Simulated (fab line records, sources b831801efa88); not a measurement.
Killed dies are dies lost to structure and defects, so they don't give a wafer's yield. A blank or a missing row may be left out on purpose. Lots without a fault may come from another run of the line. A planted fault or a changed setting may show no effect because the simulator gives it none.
Which tool did it? | flow gf180mcu | 7 lots, 21 wafers sampled, at 2 steps of a route of 602

WHAT THE GAUGES READ, wafer by wafer
GF_SAB_THK_MEAS_01.
lot  | measured     | on            | SAB_CVD_00_THK (nm)
L380 | day 15 05:38 | film_metro-04 | 49.2 50.6 50.0
L382 | day 15 19:09 | film_metro-02 | 50.4 49.7 49.6
L391 | day 19 05:05 | film_metro-04 | 49.9 48.6 50.5
L395 | day 20 14:59 | film_metro-01 | 49.3 49.0 50.5
L397 | day 21 05:05 | film_metro-01 | 48.6 50.3 50.0
L399 | day 21 20:27 | film_metro-02 | 50.0 50.5 49.0

WHICH TOOL RAN EACH LOT (tool, then ch and the chambers of the sampled wafers, then the start)
lot  | GF_HV_LDD_EXPOSE_04
L380 | iline_stepper-02 ch 0, day 10 11:01
L382 | iline_stepper-01 ch 0, day 11 00:38
L385 | iline_stepper-02, day 12 00:08
L391 | iline_stepper-02 ch 0, day 13 21:39
L395 | iline_stepper-02 ch 0, day 15 02:32
L397 | iline_stepper-02 ch 0, day 15 15:24
L399 | iline_stepper-01 ch 0, day 16 05:19
- GF_HV_LDD_EXPOSE_04: exposes mask Nplus LV AREA, target cd 400 nm.

THE ANSWER, worked out from the rows above alone
Rule: what is usual is taken from the lots themselves. Put in order of their means at a reading, lots are off if they are a third of the lots or fewer, leave a main group of 4 or more, and stand apart from it by a gap of 3 or more times the standard deviation of the main group's means; of several such gaps the widest counts. A main group whose means are all the same, to the digits that the tables above print for the reading, isn't used. A lot without any number at a reading at which 4 lots or more have one is off too. The other lots that the step has rows for count as sound.
No lot is off at any reading shown: from this, nothing can be told.

WHAT THE SIMULATOR HAD PUT IN
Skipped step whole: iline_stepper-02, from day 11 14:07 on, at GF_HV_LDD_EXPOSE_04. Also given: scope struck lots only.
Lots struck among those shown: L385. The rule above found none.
